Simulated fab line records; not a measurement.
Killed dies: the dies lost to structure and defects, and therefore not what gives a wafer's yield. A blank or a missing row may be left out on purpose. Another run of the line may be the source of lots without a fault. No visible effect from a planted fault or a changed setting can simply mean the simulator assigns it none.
A lot that was struck, set against a sound lot    flow sky130    20 steps out of a route of 708
Sound: the wafers L424.1, L424.3, L424.6. The struck wafers were L435.1, L435.4, L435.5. Last of all comes the cause.
Each step with rows lists, per side, the tool, then ch with its chambers, then its first start. Under that, the readings that differ: sound wafers    struck wafers    difference of the means    sigmas: that difference in standard deviations of wafers without a fault.
alike: same words and numbers on both sides, and readings whose means sit less than 2 such deviations apart. not compared: any withheld reading, any reading some wafer has no value for, any bound like >300 that may hide the same value, and any number with overlapping values for which the record gives no deviation.
Wherever a step has rows on one side only, a row that says differs or no value, or a row with sigmas, the two part there. When numbers do not overlap yet have no deviation, they are printed without sigmas and do not part them. A reading missing from all wafers of one side parts the sides only when that side holds two or more wafers.

first, 4 steps without rows for these wafers: SKY_METAL3_STRIP_20 (strips in post etch residue remover, time 1200 s); SKY_METAL3_CLEAN_21 (cleans in IPA, time 180 s); SKY_METAL3_CLEAN_22 (cleans in O3/DIW); SKY_VIA3_HDPCVD_00 (deposits SiO2, target thk 1635 nm, time 272.5 s).
SKY_VIA3_THK_MEAS_01:
  struck on filmMetro-01, day 43 01:55; sound on filmMetro-01, day 40 04:08
  alike: VIA3_HDPCVD_THK
SKY_VIA3_CMP_02: polishes SiO2.
  sound on cmp-01 ch 0,1,3, day 40 04:15; struck on cmp-01 ch 0,2,3, day 43 02:04
  alike: motorCurrentA
SKY_VIA3_BOW_MEAS_03:
  struck on filmMetro-04, day 43 02:16; sound on filmMetro-04, day 40 04:30
  alike: VIA3_BOW
then, 5 steps without rows for these wafers: SKY_VIA3_DEHYDRATE_04 (time 60 s); SKY_VIA3_HMDS_05 (prime time 60 s); SKY_VIA3_COAT_06 (resist thk 60 nm); SKY_VIA3_COAT_07 (resist thk 450 nm); SKY_VIA3_SOFTBAKE_08 (time 90 s).
SKY_VIA3_EXPOSE_09: exposes mask VIM3, target cd 200 nm.
  sound on krfScanner-01 ch 0, day 40 16:36; struck on krfScanner-01 ch 0, day 43 13:10
reading            sound              struck             difference  sigmas
exposureDoseMJCm2  37.97 37.94 37.94  37.44 37.36 37.44  -0.54       -14
  alike: mask, reticleTempC
then, 2 steps without rows for these wafers: SKY_VIA3_PEB_10; SKY_VIA3_DEVELOP_11 (develop time 60 s).
SKY_VIA3_CD_MEAS_12 targets a cd of 200 nm.
  struck on cdSem-02, day 44 01:58; sound on cdSem-02, day 41 05:23
reading    sound              struck             difference  sigmas
cdNm (nm)  198.8 196.9 198.0  194.9 193.1 193.7  -4.0        -2
SKY_VIA3_OVL_MEAS_13:
  struck on overlay-01, day 44 02:05; sound on overlay-01, day 41 05:31
  alike: VIA3_OVL
SKY_VIA3_ETCH_14: etches BARC in N2/H2, stops on SiO2, time 45.9 s, target depth 60 nm.
  sound on rieDiel-03 ch 0,3, day 41 05:33; struck on rieDiel-03 ch 1,3, day 44 02:07
reading               sound              struck             difference  sigmas
model.VIA3.cdNm (nm)  198.4 196.4 197.6  194.4 193.2 193.6  -3.7        
  alike: drypumpMotorCurrentA, n2FlowSccm, oesProductAu, throttleValvePct
  not compared: rfHoursCounterH
SKY_VIA3_ETCH_15: etches SiO2 in C4F8/O2/Ar, stops on TiN, target depth 507 nm, time 78 s.
  sound on rieDiel-03 ch 0,3, day 41 05:35; struck on rieDiel-03 ch 1,3, day 44 02:10
  alike: oesProductAu
  not compared: rfHoursCounterH
-- the record jumps here: 5 days lie between the struck wafers' starts before and after (it left off in module VIA3 and takes up again in module PAD_OPEN, whose first step shown is number 708 of the route) --
SKY_PAD_OPEN_PROBE_99:
  struck on prober-01, day 49 11:07; sound on prober-02, day 47 05:55
reading                  sound          struck          difference  sigmas
sort_bin_5_function (%)  10.2 8.1 10.2  12.8 10.6 14.8  +3.2        +2
  alike: defectLimitedYield, killed_at_M0_to_M3, killed_at_M4_up, killedAtContacts, killedAtFrontEnd, killedAtOther, killedDies, killedOnRim, killedOpen, killedShort, sort_bin_3_pad_short, sort_bin_6_memory, sortNPass, sortYieldPct

## WHERE THEY PART
Last at SKY_PAD_OPEN_PROBE_99 as far as this record goes, first at SKY_VIA3_EXPOSE_09.

WHY: whatever the simulator had introduced
Process parameter drift: krfScanner-01, from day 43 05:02 on, at SKY_VIA3_EXPOSE_09. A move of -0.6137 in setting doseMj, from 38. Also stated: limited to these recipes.
